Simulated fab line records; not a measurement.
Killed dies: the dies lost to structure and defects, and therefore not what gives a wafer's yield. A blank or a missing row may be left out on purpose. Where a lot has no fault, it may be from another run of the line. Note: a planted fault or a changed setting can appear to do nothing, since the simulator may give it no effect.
Which tool is to blame? | flow gf180mcu | 14 lots with 42 wafers sampled at 6 steps, on a route of 602 steps

## WHAT THE GAUGES READ, wafer by wafer
GF_V2_THK_MEAS_03.
lot  | measured     | on            | V2_CVD_02_THK (nm)
L558 | day 19 07:34 | film metro-01 | 836 845 845
L559 | day 19 17:15 | film metro-01 | 844 857 853
L560 | day 19 23:53 | film metro-01 | 848 837 856
L561 | day 20 16:37 | film metro-04 | 835 844 848
L562 | day 20 22:01 | film metro-01 | 831 836 845
L564 | day 21 16:19 | film metro-04 | 840 851 859
L565 | day 22 00:01 | film metro-02 | 826 830 857
L566 | day 22 07:17 | film metro-04 | 855 856 868
L569 | day 23 16:50 | film metro-02 | 841 859 844
L570 | day 23 18:10 | film metro-02 | 853 873 859
L571 | day 24 01:33 | film metro-02 | 323 853 319
L572 | day 24 06:29 | film metro-02 | 848 847 343
L580 | day 26 20:03 | film metro-04 | 854 839 850
L581 | day 27 02:58 | film metro-01 | 839 839 842

GF_V2_BOW_MEAS_05.
lot  | measured     | on            | V2_BOW (um)
L558 | day 19 07:56 | film metro-01 | 106 100 111
L559 | day 19 17:37 | film metro-02 | 91 104 103
L560 | day 20 00:14 | film metro-01 | 100 109 99
L561 | day 20 16:59 | film metro-02 | 110 113 103
L562 | day 20 22:23 | film metro-02 | 111 106 112
L564 | day 21 16:40 | film metro-04 | 97 92 103
L565 | day 22 00:23 | film metro-01 | 101 99 102
L566 | day 22 07:39 | film metro-01 | 104 93 91
L569 | day 23 17:12 | film metro-01 | 111 105 109
L570 | day 23 18:32 | film metro-01 | 96 96 104
L571 | day 24 01:55 | film metro-04 | 83 102 86
L572 | day 24 06:51 | film metro-04 | 106 101 93
L580 | day 26 20:32 | film metro-01 | 106 94 91
L581 | day 27 03:19 | film metro-02 | 91 105 96

## TOOL THAT RAN EACH LOT (tool first, then ch and the chambers of the sampled wafers, then the start)
lot  | GF_M2_SPUTTER_00             | GF_M2_METAL_ETCH_16               | GF_V2_CVD_02                    | GF_V2_CMP_04
L558 | pvd sputter-03, day 18 06:10 | rie metal-02 ch 0,1, day 19 06:40 | pecvd-03 ch 0,1, day 19 07:28   | cmp-02 ch 0,1,2, day 19 07:38
L559 | pvd sputter-04, day 18 16:00 | rie metal-04 ch 0,1, day 19 16:21 | pecvd-04 ch 0,2, day 19 17:11   | cmp-01 ch 1,2, day 19 17:22
L560 | pvd sputter-03, day 18 22:13 | rie metal-01 ch 0,1, day 19 23:01 | pecvd-01 ch 0,2, day 19 23:49   | cmp-01 ch 1,3, day 19 23:56
L561 | pvd sputter-02, day 19 14:55 | rie metal-02 ch 0,1, day 20 15:45 | pecvd-04 ch 0,1, day 20 16:32   | cmp-02 ch 0,1,3, day 20 16:40
L562 | pvd sputter-04, day 19 19:46 | rie metal-02 ch 0,1, day 20 21:09 | pecvd-03 ch 0,1,2, day 20 21:57 | cmp-02 ch 2,3, day 20 22:08
L564 | pvd sputter-04, day 20 15:26 | rie metal-02 ch 0,1, day 21 15:24 | pecvd-04 ch 0,2, day 21 16:14   | cmp-01 ch 0,3, day 21 16:25
L565 | pvd sputter-03, day 20 23:18 | rie metal-01 ch 0,1, day 21 22:58 | pecvd-03 ch 0,1,2, day 21 23:56 | cmp-02 ch 0,1,2, day 22 00:04
L566 | pvd sputter-03, day 21 06:30 | rie metal-04 ch 0,1, day 22 06:24 | pecvd-04 ch 0,1, day 22 07:13   | cmp-01 ch 0,1,3, day 22 07:21
L569 | pvd sputter-02, day 22 16:43 | rie metal-02 ch 1, day 23 15:51   | pecvd-03 ch 1,2, day 23 16:46   | cmp-02 ch 1,2, day 23 16:57
L570 | pvd sputter-03, day 22 18:01 | rie metal-01 ch 1, day 23 17:13   | pecvd-04 ch 0,1, day 23 18:05   | cmp-02 ch 1,2, day 23 18:13
L571 | pvd sputter-03, day 23 02:04 | rie metal-01 ch 1, day 24 00:35   | pecvd-04 ch 0,2, day 24 01:28   | cmp-02 ch 0,1, day 24 01:36
L572 | pvd sputter-03, day 23 07:01 | rie metal-01 ch 1, day 24 05:30   | pecvd-04 ch 0,1,2, day 24 06:25 | cmp-02 ch 2,3, day 24 06:36
L580 | pvd sputter-02, day 25 22:50 | rie metal-01 ch 0,1, day 26 19:09 | pecvd-01 ch 0,2, day 26 19:59   | cmp-01 ch 0,1,2, day 26 20:17
L581 | pvd sputter-03, day 26 05:22 | rie metal-04 ch 0,1, day 27 02:06 | pecvd-03 ch 1,2, day 27 02:53   | cmp-02 ch 0,1,2, day 27 03:01
- GF_M2_SPUTTER_00: material Ti, target thk 37.5 nm, time 150 s.
- GF_M2_METAL_ETCH_16: etches the open film in Cl2/BCl3, stops on SiO2, target depth 750.8 nm, time 125.1 s.
- GF_V2_CVD_02: deposits SiO2 from TEOS, target thk 850 nm, time 94.851 s.
- GF_V2_CMP_04: polishes SiO2.

## AS READ BY THE TOOLS THEMSELVES (means over the sampled wafers that have a number; for cases with no such wafer, the mark the record gives instead)
GF_M2_SPUTTER_00.
lot  | tool           | chamber pressure pa (Pa) | throttle valve pct (%)
L558 | pvd sputter-03 | 2.002                    | 31.6
L559 | pvd sputter-04 | 1.998                    | 30.9
L560 | pvd sputter-03 | 2.000                    | 31.0
L561 | pvd sputter-02 | 1.997                    | 29.6
L562 | pvd sputter-04 | 2.005                    | 31.7
L564 | pvd sputter-04 | 1.997                    | 29.5
L565 | pvd sputter-03 | 2.007                    | 31.0
L566 | pvd sputter-03 | 2.004                    | 30.6
L569 | pvd sputter-02 | 2.001                    | 29.5
L570 | pvd sputter-03 | 2.001                    | 30.2
L571 | pvd sputter-03 | 1.998                    | 30.1
L572 | pvd sputter-03 | 1.996                    | 31.7
L580 | pvd sputter-02 | 2.001                    | 29.6
L581 | pvd sputter-03 | 2.000                    | 30.8

GF_M2_METAL_ETCH_16.
lot  | tool         | bias w (W) | drypump motor current A (A) | oes product au (a.u.) | throttle valve pct (%)
L558 | rie metal-02 | 142.3      | 6.1                         | 0.993                 | 28.228
L559 | rie metal-04 | 142.1      | 6.4                         | 0.991                 | 28.229
L560 | rie metal-01 | 142.4      | 5.7                         | 0.994                 | 28.226
L561 | rie metal-02 | 142.4      | 6.4                         | 0.994                 | 28.239
L562 | rie metal-02 | 141.9      | 6.3                         | 0.994                 | 28.223
L564 | rie metal-02 | 142.4      | 6.4                         | 0.997                 | 28.224
L565 | rie metal-01 | 142.5      | 5.7                         | 0.989                 | 28.226
L566 | rie metal-04 | 142.1      | 6.3                         | 0.993                 | 28.228
L569 | rie metal-02 | 142.4      | 6.6                         | 0.994                 | 28.229
L570 | rie metal-01 | 142.5      | 5.6                         | 0.997                 | 28.220
L571 | rie metal-01 | 142.6      | 5.6                         | 0.997                 | 28.212
L572 | rie metal-01 | 142.4      | 5.6                         | 0.999                 | 28.217
L580 | rie metal-01 | 142.0      | 5.7                         | 0.991                 | 28.216
L581 | rie metal-04 | 142.6      | 6.3                         | 0.993                 | 28.217

GF_V2_CVD_02.
lot  | tool     | heater power w (W)
L558 | pecvd-03 | 775
L559 | pecvd-04 | 594
L560 | pecvd-01 | 548
L561 | pecvd-04 | 579
L562 | pecvd-03 | 699
L564 | pecvd-04 | 564
L565 | pecvd-03 | 626
L566 | pecvd-04 | 625
L569 | pecvd-03 | 627
L570 | pecvd-04 | 604
L571 | pecvd-04 | 609
L572 | pecvd-04 | 583
L580 | pecvd-01 | 596
L581 | pecvd-03 | 569

GF_V2_CMP_04.
lot  | tool   | motor current A (A) | time to endpoint s (s)
L558 | cmp-02 | 13.6                | 79
L559 | cmp-01 | 11.8                | 76
L560 | cmp-01 | 11.0                | 74
L561 | cmp-02 | 12.9                | 77
L562 | cmp-02 | 12.2                | 77
L564 | cmp-01 | 10.4                | 82
L565 | cmp-02 | 13.8                | 79
L566 | cmp-01 | 10.5                | 85
L569 | cmp-02 | 14.0                | 79
L570 | cmp-02 | 13.7                | 88
L571 | cmp-02 | 13.6                | 33
L572 | cmp-02 | 12.0                | 62
L580 | cmp-01 | 10.7                | 81
L581 | cmp-02 | 13.6                | 71

## THE ANSWER, worked out from the rows above alone
Rule: what is usual is taken from the lots themselves. The widest of any qualifying gaps counts: lots, ordered by their means at a reading, are off when they make up no more than a third of the lots, leave a main group of 4 or more, and stand apart from it by 3 or more times the standard deviation of that group's means. A main group whose means are all the same, to the digits that the tables above print for the reading, isn't used. Also off: a lot with no number at a reading for which 4 or more lots have one. The other lots that the step has rows for count as sound. Order of review: gauges by route order, followed by the tools' own readings, for which a lot's mean as printed above is used. At the first step where some lot is off, the reading lying furthest off is the one used; lots without a number count as furthest.
Off: L571, L572, at GF_V2_THK_MEAS_03 (V2_CVD_02_THK). For the main group the mean is 847 nm and the standard deviation 7.5.
A tool fits if, at a process step before that reading, it ran every lot that is off, and no sound lot after the first of them. Gauges at GF_V2_THK_MEAS_03: tried the same way as those tools. Can't be told from this: 2 tools fit, pecvd-04 at GF_V2_CVD_02, film metro-02 at GF_V2_THK_MEAS_03.

## WHAT WAS PUT IN BY THE SIMULATOR
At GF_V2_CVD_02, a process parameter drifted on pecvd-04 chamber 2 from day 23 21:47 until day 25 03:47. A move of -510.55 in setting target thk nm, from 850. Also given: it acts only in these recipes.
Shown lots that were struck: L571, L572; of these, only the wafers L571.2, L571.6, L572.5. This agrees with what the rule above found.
